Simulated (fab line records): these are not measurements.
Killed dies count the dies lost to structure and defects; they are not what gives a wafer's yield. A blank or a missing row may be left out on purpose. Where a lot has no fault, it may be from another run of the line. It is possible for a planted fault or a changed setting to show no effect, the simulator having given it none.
One fault through the eyes of 2 desks | flow sky130 | only its own numbers are on each desk; what lay behind them is given at the end

METROLOGY DESK
What the gauges read for every lot (on any tool): the sampled wafers with a number, averaged. If a lot's mean is further than 4 standard deviations from the usual mean, the lot is out of limits and carries the mark OUT (the distance appears in the brackets).
Columns: A = PWDE_OVL at SKY_PWDE_OVL_MEAS_07, usual 0.6 nm; B = VT_ADJUST_HVTR_OVL at SKY_VT_ADJUST_HVTR_OVL_MEAS_08, usual 0.0 nm; C = SONOS_ONO_OXIDATION_THK at SKY_SONOS_ONO_THK_MEAS_01, usual 2.58 nm; D = cd-nm at SKY_SONOS_ONO_CD_MEAS_13, usual 410.8 nm
lot  | first seen here | A    | B               | C    | D
L180 | day 4 02:37     | 0.2  | -0.8            | 2.57 | 409.3
L183 | day 4 19:01     | 1.7  | 0.4             | 2.55 | 411.7
L184 | day 5 00:05     | 1.5  | -0.7            | 2.64 | 409.7
L186 | day 5 16:07     | -0.5 | 0.6             | 2.60 | 412.2
L187 | day 6 01:34     | 2.2  | 1.7             | 2.59 | 408.8
L193 | day 7 04:40     | -0.1 | 111.1 (+85) OUT | 2.62 | 407.4
L194 | day 7 11:20     | -0.4 | 113.2 (+87) OUT | 2.55 | 415.6
L195 | day 7 15:40     | 0.5  | 112.3 (+86) OUT | 2.45 | 410.7
L196 | day 7 23:49     | 2.1  | -0.2            | 2.52 | 408.7
L197 | day 8 01:16     | -0.1 | 112.5 (+87) OUT | 2.54 | 412.6
L199 | day 8 11:58     | -0.6 | -0.4            | 2.67 | 410.4
L201 | day 8 22:44     | 1.0  | -0.6            | 2.67 | 411.9
L202 | day 9 13:04     | -0.0 | -1.2            | 2.54 | 406.9
Per this desk, out of limits: L193, L194, L195, L197; the first was L193, day 13 23:36 (VT_ADJUST_HVTR_OVL at SKY_VT_ADJUST_HVTR_OVL_MEAS_08). Within limits: L180, L183, L184, L186, L187, L196, L199, L201, L202.

FOR THE TOOL OWNER'S DESK: iline-stepper-02
The tool's own readings at SKY_VT_ADJUST_HVTR_EXPOSE_04 (exposes mask HVTRM, target cd 380 nm): means of the sampled wafers that have a number, for each lot that ran on this tool. If a lot's mean is further than 4 standard deviations from the usual mean, the lot is out of limits and carries the mark OUT (the distance appears in the brackets).
Columns: A = exposure-dose-mJ-cm2 at SKY_VT_ADJUST_HVTR_EXPOSE_04, usual 149.97
lot  | first seen here | A
L180 | day 9 07:26     | 149.89
L183 | day 10 04:53    | 150.17
L193 | day 13 10:35    | 149.97
L194 | day 13 14:38    | 149.82
L195 | day 13 21:07    | 149.98
L197 | day 14 08:15    | 150.18
This desk's verdict: no lot among the 6 shows anything out of limits.

TAKEN TOGETHER
Metrology desk: alarm possible at day 13 23:36 on L193, L194, L195, L197.
The tool owner's desk saw nothing out of limits.
On record at the tool owner's desk: L193, L194, L195, L197, within its limits.
The lots listed all ran SKY_VT_ADJUST_HVTR_EXPOSE_04 on iline-stepper-02.

WHAT HAD BEEN PUT IN BY THE SIMULATOR
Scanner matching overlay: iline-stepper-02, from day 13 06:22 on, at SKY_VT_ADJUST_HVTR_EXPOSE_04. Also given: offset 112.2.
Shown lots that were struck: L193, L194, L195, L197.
Time in hours between the start of the fault and the first out-of-limits reading at each desk: metrology desk, 17.
